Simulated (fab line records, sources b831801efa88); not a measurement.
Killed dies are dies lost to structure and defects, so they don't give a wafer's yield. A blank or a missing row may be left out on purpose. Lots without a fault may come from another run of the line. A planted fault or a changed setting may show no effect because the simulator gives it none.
Which tool did it? | flow sky130 | 11 lots, 33 wafers sampled, at 3 steps of a route of 708

WHAT THE GAUGES READ, wafer by wafer
SKY_VIA4_THK_MEAS_01.
lot  | measured     | on            | VIA4_HDPCVD_THK (nm)
L595 | day 41 19:15 | film_metro-04 | 1757 1742 1735
L596 | day 42 04:24 | film_metro-01 | 1764 1763 1743
L597 | day 42 12:40 | film_metro-01 | 1723 1704 1761
L605 | day 44 18:34 | film_metro-01 | 1716 1464 1752
L607 | day 45 06:16 | film_metro-03 | 1490 1486 1744
L608 | day 45 09:47 | film_metro-04 | 1773 1749 1760
L609 | day 45 22:17 | film_metro-01 | 1774 1755 1753
L612 | day 46 14:30 | film_metro-01 | 1752 1747 1757
L616 | day 47 15:20 | film_metro-03 | 1739 1742 1744
L617 | day 47 17:11 | film_metro-04 | 1742 1743 1737
L618 | day 48 05:05 | film_metro-01 | 1729 1750 1724

WHICH TOOL RAN EACH LOT (tool, then ch and the chambers of the sampled wafers, then the start)
lot  | SKY_VIA3_SPUTTER_20          | SKY_VIA4_HDPCVD_00
L595 | pvd_sputter-03, day 39 15:44 | hdpcvd-01 ch 0,1,2, day 41 19:05
L596 | pvd_sputter-03, day 40 01:34 | hdpcvd-02 ch 0,2, day 42 04:13
L597 | pvd_sputter-02, day 40 10:37 | hdpcvd-01 ch 0,1, day 42 12:28
L605 | pvd_sputter-02, day 42 16:41 | hdpcvd-01 ch 0,1, day 44 18:23
L607 | pvd_sputter-02, day 43 05:58 | hdpcvd-01 ch 0,1, day 45 06:05
L608 | pvd_sputter-02, day 43 09:16 | hdpcvd-02 ch 0,1,2, day 45 09:36
L609 | pvd_sputter-03, day 43 22:50 | hdpcvd-02 ch 0,1,2, day 45 22:06
L612 | pvd_sputter-03, day 44 16:23 | hdpcvd-02 ch 1,2, day 46 14:19
L616 | pvd_sputter-03, day 45 20:02 | hdpcvd-02 ch 0,1,2, day 47 15:08
L617 | pvd_sputter-02, day 45 21:13 | hdpcvd-02 ch 0,1,2, day 47 17:00
L618 | pvd_sputter-02, day 46 09:46 | hdpcvd-01 ch 1,2, day 48 04:54
- SKY_VIA3_SPUTTER_20: material TiN, target thk 20 nm, time 80 s.
- SKY_VIA4_HDPCVD_00: deposits SiO2, target thk 1750 nm, time 291.7 s.

THE ANSWER, worked out from the rows above alone
Rule: what is usual is taken from the lots themselves. Put in order of their means at a reading, lots are off if they are a third of the lots or fewer, leave a main group of 4 or more, and stand apart from it by a gap of 3 or more times the standard deviation of the main group's means; of several such gaps the widest counts. A main group whose means are all the same, to the digits that the tables above print for the reading, isn't used. A lot without any number at a reading at which 4 lots or more have one is off too. The other lots that the step has rows for count as sound.
Off: L605, L607, at SKY_VIA4_THK_MEAS_01 (VIA4_HDPCVD_THK). The main group: mean 1747 nm, standard deviation 11.
A tool fits if, at a process step before that reading, it ran every lot that is off, and no sound lot after the first of them. The gauges at SKY_VIA4_THK_MEAS_01 are tried like those tools. None of those tried fits.

WHAT THE SIMULATOR HAD PUT IN
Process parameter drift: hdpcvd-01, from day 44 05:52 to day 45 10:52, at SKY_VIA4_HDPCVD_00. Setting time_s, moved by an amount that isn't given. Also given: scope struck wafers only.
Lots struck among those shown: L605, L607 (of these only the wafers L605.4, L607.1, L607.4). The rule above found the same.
